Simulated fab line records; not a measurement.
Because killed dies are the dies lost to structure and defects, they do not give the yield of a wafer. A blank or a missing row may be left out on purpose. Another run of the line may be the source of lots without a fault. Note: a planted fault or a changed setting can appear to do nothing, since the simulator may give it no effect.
The tool behind it: which one? / flow sky130 / 18 wafers from 6 lots sampled at 2 of the route's 708 steps

== WHAT EACH GAUGE READ, for each wafer ==
SKY_CAP2M_OVL_MEAS_12.
lot=L393; measured=day 41 02:47; on=overlay-02; CAP2M_OVL (nm)=-1.8 -1.1 1.2
lot=L396; measured=day 41 15:10; on=overlay-01; CAP2M_OVL (nm)=1.0 2.6 0.9
lot=L400; measured=day 43 20:37; on=overlay-02; CAP2M_OVL (nm)=-0.2 -0.4 0.1
lot=L403; measured=day 44 04:52; on=overlay-02; CAP2M_OVL (nm)=1.6 2.2 0.5
lot=L413; measured=day 46 05:56; on=overlay-01; CAP2M_OVL (nm)=-0.2 2.1 1.6
lot=L414; measured=day 46 15:17; on=overlay-02; CAP2M_OVL (nm)=-1.2 -1.4 -0.3

== TOOL THAT RAN EACH LOT (tool first, then ch and the chambers of the sampled wafers, then the start) ==
lot=L393; SKY_METAL4_SPUTTER_03=pvd_sputter-04, day 40 02:18
lot=L396; SKY_METAL4_SPUTTER_03=pvd_sputter-03, day 40 15:10
lot=L400; SKY_METAL4_SPUTTER_03=pvd_sputter-01, day 42 21:50
lot=L403; SKY_METAL4_SPUTTER_03=pvd_sputter-04, day 43 07:08
lot=L413; SKY_METAL4_SPUTTER_03=pvd_sputter-01, day 45 09:34
lot=L414; SKY_METAL4_SPUTTER_03=pvd_sputter-04, day 45 19:11
- SKY_METAL4_SPUTTER_03: material Ti, target thk 5 nm, time 3.3 s.

== THE ANSWER, worked out from the rows above alone ==
Rule: the lots themselves supply what counts as usual. Put in order of their means at a reading, lots are off if they are a third of the lots or fewer, leave a main group of 4 or more, and stand apart from it by a gap of 3 or more times the standard deviation of the main group's means; of several such gaps the widest counts. The tables above print the reading to a certain number of digits; a main group whose means all agree to those digits is not used. Also off: a lot with no number at a reading for which 4 or more lots have one. The other lots that the step has rows for count as sound.
No lot is off at any reading shown: from this, nothing can be told.

== WHAT THE SIMULATOR HAD PUT IN ==
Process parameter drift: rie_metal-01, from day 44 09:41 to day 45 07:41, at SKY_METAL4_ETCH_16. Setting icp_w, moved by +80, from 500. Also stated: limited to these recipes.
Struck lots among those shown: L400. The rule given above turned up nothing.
